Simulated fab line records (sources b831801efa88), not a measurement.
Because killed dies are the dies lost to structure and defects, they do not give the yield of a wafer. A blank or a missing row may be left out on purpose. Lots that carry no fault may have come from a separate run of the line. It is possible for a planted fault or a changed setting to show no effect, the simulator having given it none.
The tool behind it: which one?    flow sky130    Sampling: 10 lots, 30 wafers, 5 of 708 route steps

WHAT EACH GAUGE READ, for each wafer
SKY_FIELD_ISO_BOW_MEAS_00. Usual: INCOMING_BOW typically reads -1 um, with standard deviation 5.7.
lot   measured     on             INCOMING_BOW (um)  flag
L462  day 1 10:01  film metro-02  -8 1 3             
L463  day 1 15:01  film metro-02  -7 -4 -3           
L464  day 1 20:00  film metro-04  4 -2 3             
L465  day 2 01:01  film metro-02  -4 2 -3            
L466  day 2 06:00  film metro-02  1 7 -9             
L467  day 2 11:02  film metro-02  2 -3 -2            
L474  day 3 22:01  film metro-02  -9 -12 -5          
L475  day 4 03:01  film metro-03  2 5 4              
L476  day 4 08:01  film metro-02  -2 5 3             
L485  day 6 05:00  film metro-03  -3 -9 12           

SKY_FIELD_ISO_THK_MEAS_02. Usual: FIELD_ISO_OXIDATION_00_THK typically reads 11.97 nm, with standard deviation 0.2.
lot   measured     on             FIELD_ISO_OXIDATION_00_THK (nm)  flag
L462  day 1 13:04  film metro-04  12.08 12.28 12.10                
L463  day 1 16:38  film metro-02  11.67 11.72 11.57                
L464  day 1 22:05  film metro-02  12.06 11.98 11.93                
L465  day 2 03:26  film metro-04  12.29 12.24 12.10                
L466  day 2 08:26  film metro-03  11.77 11.61 11.99                
L467  day 2 13:31  film metro-04  11.99 12.04 12.17                
L474  day 3 23:38  film metro-04  12.15 12.10 11.96                
L475  day 4 05:25  film metro-04  12.08 12.10 12.05                
L476  day 4 10:57  film metro-03  11.85 11.91 11.89                
L485  day 6 06:38  film metro-04  12.16 12.22 12.16                

SKY_FIELD_ISO_THK_MEAS_23. Usual: FIELD_ISO_OXIDATION_01_THK typically reads 9.95 nm, with standard deviation 0.18.
lot   measured     on             FIELD_ISO_OXIDATION_01_THK (nm)  flag
L462  day 2 10:43  film metro-03  10.46 10.40 10.21                
L463  day 2 12:00  film metro-03  10.11 10.16 10.08                
L464  day 2 17:40  film metro-04  9.85 10.01 9.95                  
L465  day 2 21:38  film metro-03  9.59 9.69 9.50                   
L466  day 3 05:19  film metro-02  9.87 9.94 9.94                   
L467  day 3 10:42  film metro-04  10.10 10.00 9.87                 
L474  day 4 22:01  film metro-04  9.72 9.87 9.90                   
L475  day 5 03:20  film metro-02  9.88 9.73 9.88                   
L476  day 5 09:46  film metro-04  10.23 10.15 10.41                
L485  day 7 09:40  film metro-04  9.68 9.67 9.51                   

SKY_FIELD_ISO_THK_MEAS_25. Usual: FIELD_ISO_CVD_24_THK typically reads 592 nm, with standard deviation 7.3.
lot   measured     on             FIELD_ISO_CVD_24_THK (nm)  flag
L462  day 2 10:51  film metro-02  585 583 587                
L463  day 2 12:08  film metro-04  600 599 591                
L464  day 2 17:48  film metro-04  600 591 600                
L465  day 2 21:46  film metro-04  594 593 596                
L466  day 3 05:26  film metro-03  601 609 606                
L467  day 3 10:50  film metro-02  591 593 601                
L474  day 4 22:09  film metro-04  578 591 594                
L475  day 5 03:28  film metro-04  294 591 592                OFF
L476  day 5 09:54  film metro-04  289 600 585                OFF
L485  day 7 09:48  film metro-02  583 594 592                

EACH LOT AND THE TOOL THAT RAN IT (in order: tool; ch and the chambers of the sampled wafers; start)
lot   SKY_FIELD_ISO_CVD_24
L462  hdpcvd-02 ch 0,2, day 2 10:46
L463  hdpcvd-01 ch 0,1,2, day 2 12:03
L464  hdpcvd-01 ch 1,2, day 2 17:44
L465  hdpcvd-02 ch 0,1,2, day 2 21:41
L466  hdpcvd-01 ch 1,2, day 3 05:22
L467  hdpcvd-02 ch 0,1,2, day 3 10:44
L474  hdpcvd-02 ch 0,1, day 4 22:04
L475  hdpcvd-02 ch 0,1,2, day 5 03:23
L476  hdpcvd-02 ch 1,2, day 5 09:49
L485  hdpcvd-01 ch 0,1,2, day 7 09:44
- SKY_FIELD_ISO_CVD_24: deposits SiO2, target thk 595 nm, time 99.2 s.

WHAT THE TOOLS THEMSELVES READ (means of the sampled wafers that have a number; where no wafer has one, the mark that the record gives instead)
SKY_FIELD_ISO_CVD_24. Usual: pressure mtorr 6.002 mTorr, standard deviation 0.012.
lot   tool       pressure mtorr (mTorr)  flag
L462  hdpcvd-02  6.002                   
L463  hdpcvd-01  5.987                   
L464  hdpcvd-01  6.015                   
L465  hdpcvd-02  6.005                   
L466  hdpcvd-01  5.997                   
L467  hdpcvd-02  6.003                   
L474  hdpcvd-02  5.999                   
L475  hdpcvd-02  6.007                   
L476  hdpcvd-02  6.009                   
L485  hdpcvd-01  6.000                   

THE ANSWER, worked out from the rows above alone
Rule: take the mean of a lot's wafers that have a number; if it is more than 3 standard deviations from the usual mean, the lot is off. A lot without any number at a reading at which 4 lots or more have one is off too. Where the step has rows for the other lots, those lots are counted as sound. The gauges are gone through in route order, then the tools' own readings, and for those a lot's mean is taken as printed above. The first step at which some lot is off is used, and at that step the reading that is off furthest; a lot without a number counts as furthest.
Off: at SKY_FIELD_ISO_THK_MEAS_25 (FIELD_ISO_CVD_24_THK), L475, L476.
A tool fits if, at a process step before that reading, it ran every lot that is off, and no sound lot after the first of them. Those tools and the gauges at SKY_FIELD_ISO_THK_MEAS_25 are tried in the same way. Can't be told from this: 2 tools fit, hdpcvd-02 at SKY_FIELD_ISO_CVD_24, film metro-04 at SKY_FIELD_ISO_THK_MEAS_25.

WHAT WAS PUT IN BY THE SIMULATOR
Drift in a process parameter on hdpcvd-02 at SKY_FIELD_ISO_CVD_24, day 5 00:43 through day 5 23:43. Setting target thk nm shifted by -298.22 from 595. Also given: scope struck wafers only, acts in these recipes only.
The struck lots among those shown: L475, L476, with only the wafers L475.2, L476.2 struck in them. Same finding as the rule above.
